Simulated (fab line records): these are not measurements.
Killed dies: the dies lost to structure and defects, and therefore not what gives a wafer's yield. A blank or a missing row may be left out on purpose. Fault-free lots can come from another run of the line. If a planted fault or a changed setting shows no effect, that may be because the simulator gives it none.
Comparing a struck lot with a sound one + flow gf180mcu + 15 out of 602 route steps
Sound: wafers L209.1, L209.4, L209.6. Struck: wafer L215.4 (L215.2, L215.3, from the same lot, were not struck and are left out); the cause is given at the end.
At each step with rows: each side's tool, then ch and its chambers, then its first start. Under that, the readings that differ: sound wafers + struck wafers + difference of the means + sigmas: that difference in standard deviations of wafers without a fault.
alike: readings whose means differ by less than 2 such deviations, and words and numbers that are the same on both sides. not compared: withheld readings, readings that some wafer has no value for, bounds like >300 that may hide the same value, and numbers for which the record gives no deviation and whose values overlap.
Wherever a step has rows on one side only, a row that says differs or no value, or a row with sigmas, the two part there. When numbers do not overlap yet have no deviation, they are printed without sigmas and do not part them. Lack of a reading on every wafer of one side parts them only where that side has two or more wafers.

GF_CONTACT_ETCH_16: etches BARC in N2/H2.
  sound on rieDiel-01 ch 1,2,3, day 16 18:13; struck on rieDiel-03 ch 2, day 19 05:14
  alike: chamberPressureMTorr, drypumpMotorCurrentA, n2FlowSccm, oesProductAu, throttleValvePct
GF_CONTACT_ETCH_17: etches SiO2 in C4F8/O2/Ar, stops on CoSi2, target depth 860 nm.
  sound: rieDiel-01 ch 1,2,3; struck: rieDiel-03 ch 2
  alike: chamberPressureMTorr, oesProductAu
then, 5 steps without rows for these wafers: GF_CONTACT_STRIP_18 (strips in O2/N2); GF_CONTACT_CLEAN_19 (cleans in SPM); GF_CONTACT_CLEAN_20 (cleans in DIW); GF_CONTACT_CLEAN_21 (cleans in dHF, time 20 s); GF_CONTACT_SPUTTER_22 (material Ti, target thk 15 nm, time 80.02 s).
GF_CONTACT_SPUTTER_23: material TiN, target thk 10 nm, time 40 s.
  sound on pvdSputter-04 at day 16 18:44; struck on pvdSputter-04 at day 19 05:46
  alike: throttleValvePct
then, 1 step without rows for these wafers: GF_CONTACT_CVD_24 (deposits W, target thk 300 nm, time 90.339 s).
GF_CONTACT_RS_MEAS_25: measures by four-point-probe.
  sound on filmMetro-01 at day 16 18:53; struck on filmMetro-04 at day 19 05:59
  alike: CONTACT_W_RS
GF_CONTACT_THK_MEAS_26: measures by xrf.
  sound on filmMetro-01 at day 16 19:00; struck on filmMetro-04 at day 19 06:05
  alike: CONTACT_W_THK
GF_CONTACT_CMP_27: polishes, stops on SiO2, t overpolish 15 s, target thk 0 nm.
  sound on cmp-01 ch 1,2,3, day 16 19:04; struck on cmp-02 ch 0, day 19 06:11
| reading            | sound                | struck | difference | sigmas |
|--------------------|----------------------|--------|------------|--------|
| overpolishRunS (s) | 15.003 14.982 14.986 | 15.013 | +0.023     | +2     |
  alike: motorCurrentA, retainingRingPressureFrac, timeToEndpointS
GF_M1_SPUTTER_00: material Ti, target thk 37.5 nm, time 150 s.
  sound on pvdSputter-03 at day 16 19:22; struck on pvdSputter-03 at day 19 06:29
| reading                              | sound             | struck | difference | sigmas |
|--------------------------------------|-------------------|--------|------------|--------|
| model.Ti_of_M1_SPUTTER_00.thkNm (nm) | 37.47 37.49 37.48 | 46.75  | +9.27      |        |
  alike: throttleValvePct
GF_M1_SPUTTER_01: material TiN, target thk 30 nm, time 25 s.
  sound on pvdSputter-03 at day 16 19:28; struck on pvdSputter-03 at day 19 06:35
  alike: throttleValvePct
-- the record jumps here: 12 days lie between the struck wafers' starts before and after (it left off in module M1 and takes up again in module PASSIVATION, whose first step shown is number 602 of the route) --
GF_PASSIVATION_PROBE_99:
  rows exist in the record for the struck wafers here (prober-01, day 31 12:32), but not for the sound ones

## WHERE THEY PART
Last at GF_PASSIVATION_PROBE_99 as far as this record goes, first at GF_CONTACT_CMP_27.

WHY: whatever the simulator had introduced
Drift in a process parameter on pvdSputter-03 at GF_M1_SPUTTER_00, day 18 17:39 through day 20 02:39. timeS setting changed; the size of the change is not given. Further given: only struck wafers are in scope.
